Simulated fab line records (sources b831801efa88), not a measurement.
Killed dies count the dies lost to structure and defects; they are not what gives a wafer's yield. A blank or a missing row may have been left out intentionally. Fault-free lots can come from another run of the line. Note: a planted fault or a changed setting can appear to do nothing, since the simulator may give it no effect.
Chamber matching / flow gf180mcu / 4 sister chambers for GF_V1_ETCH_16 on rie-diel-04
The step etches BARC in N2/H2. 16 wafers are shown with their chamber, then 8 later ones without.

## WAFERS PAIRED WITH THEIR CHAMBERS
wafer=L074.2; chamber=2; oes-product-au (a.u.)=0.854; throttle-valve-pct (%)=13.216
wafer=L074.5; chamber=1; oes-product-au (a.u.)=0.859; throttle-valve-pct (%)=13.229
wafer=L074.6; chamber=2; oes-product-au (a.u.)=0.856; throttle-valve-pct (%)=13.223
wafer=L076.1; chamber=3; oes-product-au (a.u.)=0.853; throttle-valve-pct (%)=13.220
wafer=L076.2; chamber=0; oes-product-au (a.u.)=0.858; throttle-valve-pct (%)=13.204
wafer=L076.4; chamber=1; oes-product-au (a.u.)=0.853; throttle-valve-pct (%)=13.222
wafer=L081.1; chamber=3; oes-product-au (a.u.)=0.850; throttle-valve-pct (%)=13.220
wafer=L081.2; chamber=1; oes-product-au (a.u.)=0.853; throttle-valve-pct (%)=13.231
wafer=L081.3; chamber=2; oes-product-au (a.u.)=0.855; throttle-valve-pct (%)=13.215
wafer=L081.4; chamber=0; oes-product-au (a.u.)=0.857; throttle-valve-pct (%)=13.236
wafer=L081.5; chamber=3; oes-product-au (a.u.)=0.858; throttle-valve-pct (%)=13.227
wafer=L081.6; chamber=0; oes-product-au (a.u.)=0.863; throttle-valve-pct (%)=13.221
wafer=L084.3; chamber=0; oes-product-au (a.u.)=0.859; throttle-valve-pct (%)=13.228
wafer=L084.5; chamber=0; oes-product-au (a.u.)=0.851; throttle-valve-pct (%)=13.225
wafer=L084.6; chamber=2; oes-product-au (a.u.)=0.857; throttle-valve-pct (%)=13.222
wafer=L090.1; chamber=1; oes-product-au (a.u.)=0.851; throttle-valve-pct (%)=13.214

SIGNATURES (averages over the wafers above)
reading=oes-product-au; chamber 0=0.85760; chamber 1=0.85400; chamber 2=0.85550; chamber 3=0.85367; scatter within a chamber=0.00352
reading=throttle-valve-pct; chamber 0=13.22280; chamber 1=13.22400; chamber 2=13.21900; chamber 3=13.22233; scatter within a chamber=0.00828
Rule: for each reading, subtract the chamber's mean from the wafer's reading, divide by that reading's scatter and square the result; add these up over the readings and take the root, which gives the wafer's distance from the chamber. The wafer belongs to the nearest chamber; if the next one is less than 2 further off, it can't be placed. How the scatter is found: for the shown wafers, subtract from each reading the mean of its chamber, square and add these, divide the total by (wafers less chambers), then take the root.

## WAFERS WITH NO CHAMBER GIVEN
wafer=L090.2; oes-product-au (a.u.)=0.858; throttle-valve-pct (%)=13.229
wafer=L090.3; oes-product-au (a.u.)=0.852; throttle-valve-pct (%)=13.222
wafer=L090.4; oes-product-au (a.u.)=0.853; throttle-valve-pct (%)=13.223
wafer=L090.5; oes-product-au (a.u.)=0.856; throttle-valve-pct (%)=13.216
wafer=L090.6; oes-product-au (a.u.)=0.856; throttle-valve-pct (%)=13.225
wafer=L096.1; oes-product-au (a.u.)=0.852; throttle-valve-pct (%)=13.234
wafer=L096.2; oes-product-au (a.u.)=0.860; throttle-valve-pct (%)=13.219
wafer=L096.6; oes-product-au (a.u.)=0.858; throttle-valve-pct (%)=13.222

## EACH ONE'S CHAMBER
wafer=L090.2; from the rows above=can't be placed: 0 or 1 or 2 or 3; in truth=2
wafer=L090.3; from the rows above=can't be placed: 3 or 1 or 2 or 0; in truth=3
wafer=L090.4; from the rows above=can't be placed: 3 or 1 or 2 or 0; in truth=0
wafer=L090.5; from the rows above=can't be placed: 2 or 0 or 3 or 1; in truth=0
wafer=L090.6; from the rows above=can't be placed: 0 or 1 or 3 or 2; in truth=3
wafer=L096.1; from the rows above=can't be placed: 1 or 3 or 2 or 0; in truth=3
wafer=L096.2; from the rows above=can't be placed: 0 or 2 or 1 or 3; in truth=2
wafer=L096.6; from the rows above=can't be placed: 0 or 2 or 1 or 3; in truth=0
Placed correctly: 0 of 8. From these rows, 8 cannot be placed; in 8 the true chamber is one of the candidates. Wrongly placed: 0.
